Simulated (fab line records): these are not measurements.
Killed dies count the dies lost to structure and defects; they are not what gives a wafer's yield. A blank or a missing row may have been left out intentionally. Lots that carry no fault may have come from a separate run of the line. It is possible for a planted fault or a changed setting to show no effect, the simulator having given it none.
Struck lot and sound lot, side by side ; flow sfqLine ; 13 out of 325 route steps
Sound: the wafers L240.1, L240.2, L240.6. Struck: wafers L251.3, L251.5 (left out: L251.6, a lot-mate that was not struck); the cause follows at the end.
Each step with rows lists, per side, the tool, then ch with its chambers, then its first start. Under that, the readings that differ: sound wafers ; struck wafers ; difference of the means ; sigmas: that difference in standard deviations of wafers without a fault.
alike: readings with means less than 2 such deviations apart, plus words and numbers identical on both sides. not compared: withheld readings, readings lacking a value on some wafer, bounds such as >300 that could conceal the same value, and numbers that have no deviation in the record and whose values overlap.
Wherever a step has rows on one side only, a row that says differs or no value, or a row with sigmas, the two part there. Numbers that have no deviation but don't overlap get no sigmas and don't part them. A reading missing from all wafers of one side parts the sides only when that side holds two or more wafers.

first, 2 steps without rows for these wafers: SFQ_TRILAYER_I2_VIA_STRIP_SOLV_CLEAN_072 (cleans in NMP, time 600 s); SFQ_TRILAYER_M3_DEP_PRE_CLEAN_074 (time 22.5 s).
SFQ_TRILAYER_M3_DEP_SPUTTER_073: material Nb, target thk 200 nm, time 133.3 s.
  struck on pvdSputter-03, day 41 03:23; sound on pvdSputter-03, day 37 23:24
  alike: throttleValvePct
SFQ_M3_RS_MEAS_919: a four-point-probe measurement.
  struck on filmMetro-01, day 41 03:31; sound on filmMetro-04, day 37 23:29
  alike: M3_NB_RS
then, 6 steps without rows for these wafers: SFQ_TRILAYER_M3_LITHO_COAT_080 (resist thk 62 nm); SFQ_TRILAYER_M3_LITHO_COAT_075 (resist thk 600 nm); SFQ_TRILAYER_M3_LITHO_SOFTBAKE_079; SFQ_TRILAYER_M3_LITHO_EXPOSE_076 (exposes mask M3, target cd 500 nm); SFQ_TRILAYER_M3_LITHO_PEB_078 (peb time 60 s); SFQ_TRILAYER_M3_LITHO_DEVELOP_077 (time 60 s).
-- the record jumps here: 6 days lie between the struck wafers' starts before and after --
SFQ_M3_OVL_MEAS_921:
  struck on overlay-02, day 47 03:37; sound on overlay-01, day 38 03:22
  alike: M3_OVL
SFQ_TRILAYER_M3_BARC_OPEN_METAL_ETCH_100: etches BARC in O2, target depth 125 nm, time 41.7 s.
  sound on rieMetal-03 ch 0,1, day 38 03:24; struck on rieMetal-03 ch 1, day 47 03:39
reading;sound;struck;difference;sigmas
chamberPressureMTorr (mTorr);10.007 9.990 9.986;7.995 7.981;-2.006;-99 or more
  alike: drypumpMotorCurrentA, heBacksideLeakSccm, oesProductAu
  not compared: rfHoursCounterH
SFQ_TRILAYER_M3_ETCH_METAL_ETCH_078: etches Nb in Cl2/Ar, stops on SiO2, target depth 240 nm, time 120 s.
  sound on rieMetal-03 ch 0,1, day 38 03:28; struck on rieMetal-03 ch 1, day 47 03:44
  alike: chamberPressureMTorr, drypumpMotorCurrentA, heBacksideLeakSccm, oesProductAu
  not compared: rfHoursCounterH

## WHERE THEY PART
SFQ_TRILAYER_M3_BARC_OPEN_METAL_ETCH_100 only, going by this record. Later steps at which nothing parts them and some readings are alike: SFQ_TRILAYER_M3_ETCH_METAL_ETCH_078.

WHY: whatever the simulator had introduced
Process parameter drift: rieMetal-03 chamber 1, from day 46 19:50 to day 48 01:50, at SFQ_TRILAYER_M3_BARC_OPEN_METAL_ETCH_100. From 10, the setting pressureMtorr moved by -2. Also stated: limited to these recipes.
